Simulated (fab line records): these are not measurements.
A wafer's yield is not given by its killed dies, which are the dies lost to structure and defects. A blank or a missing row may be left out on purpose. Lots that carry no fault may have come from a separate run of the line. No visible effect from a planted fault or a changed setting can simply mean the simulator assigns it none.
Code-filled problem report in 8D (eight disciplines) form	flow sky130	the parts of the form that need people (team, actions taken, sign-off) are left out

1. THE PROBLEM
Across 6 wafers from 2 lots, RES_XHIGH_TW at SKY_RES_XHIGH_TW_MEAS_09 averages 31, while fault-free wafers read 1646 with a standard deviation of 33. That puts it -49 standard deviations away from the usual mean.
Earliest sighting: wafer L570.1 on film metro-02 at day 31 15:46. The record has a number at this step for 42 wafers belonging to 14 lots. Rule for "out" (also "out of limits"): further than 4 standard deviations from the usual mean. All remaining wafers that have a number are taken as sound.

2. WHAT THIS IS AND IS NOT
question	is	is not
which readings at this step	RES_XHIGH_TW	-
which lots	L570, L572	L558, L559, L560, L562, L564, L565, L566, L576, L577, L579, L580, L581
which wafers of those lots	all that have a number	-
read on which gauges	film metro-02	film metro-01, film metro-03
when	from day 31 15:46	up to then (21 sound wafers); but 15 sound wafers of L576, L577, L579, L580, L581 came after

3. THE SUSPECTS, EACH WITH WHAT RULES IT OUT
Counting: a tool stays on the suspect list if, at a process step up to the reading, it processed all lots that are out and no sound lot following the first of them.
- the gauge at SKY_RES_XHIGH_TW_MEAS_09: kept. All the wafers that are out were read on film metro-02, and no step on other tools shows them out.
- litho track-01 at SKY_RES_XHIGH_DEVELOP_06 (develop time 60 s): ruled out as a lasting fault. Sound lots L577, L579, L581 ran on it after its first lot that is out, L570 (day 31 15:22).
The count leaves film metro-02 at SKY_RES_XHIGH_TW_MEAS_09.

4. THE CAUSE (what the simulator had put in)
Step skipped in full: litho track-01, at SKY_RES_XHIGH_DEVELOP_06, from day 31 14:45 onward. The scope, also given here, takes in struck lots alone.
It was ruled out by counting, in error; the rule expects a fault to strike all lots run on its tool from its start on, and this fault did not.

5. THE EFFECT CHAIN, in route order
Rows list readings where the struck wafers' mean (over those with a number) sits beyond 3 standard deviations from the usual. Scope: only readings with a usual standard deviation given in the record; hours: median across lots of the time from each lot's start at the first step in this table that gives one to its start at this step; sigmas: change in usual standard deviations.
hours	step	reading	usual	on struck wafers	change	sigmas
0	SKY_RES_XHIGH_TW_MEAS_09	RES_XHIGH_TW	1646	31	-1615	-49
Readings that are blank on the struck wafers while sound wafers have them: chill plate temp C at SKY_RES_XHIGH_DEVELOP_06.
Later measuring or inspecting steps at which every struck wafer that the step has a row for has a number for every such reading, and none has moved that far: SKY_LI_CONTACT_BOW_MEAS_03.

6. WHAT WOULD HAVE CAUGHT IT SOONER
In this record the first reading out of limits at a measuring or inspecting step was taken at day 31 15:46, 1 hour after the fault began at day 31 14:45.
At SKY_RES_XHIGH_DEVELOP_06 the tool's readings are blank on the struck wafers, where sound wafers have them: an empty tool record is the first sign, and it was there at once.
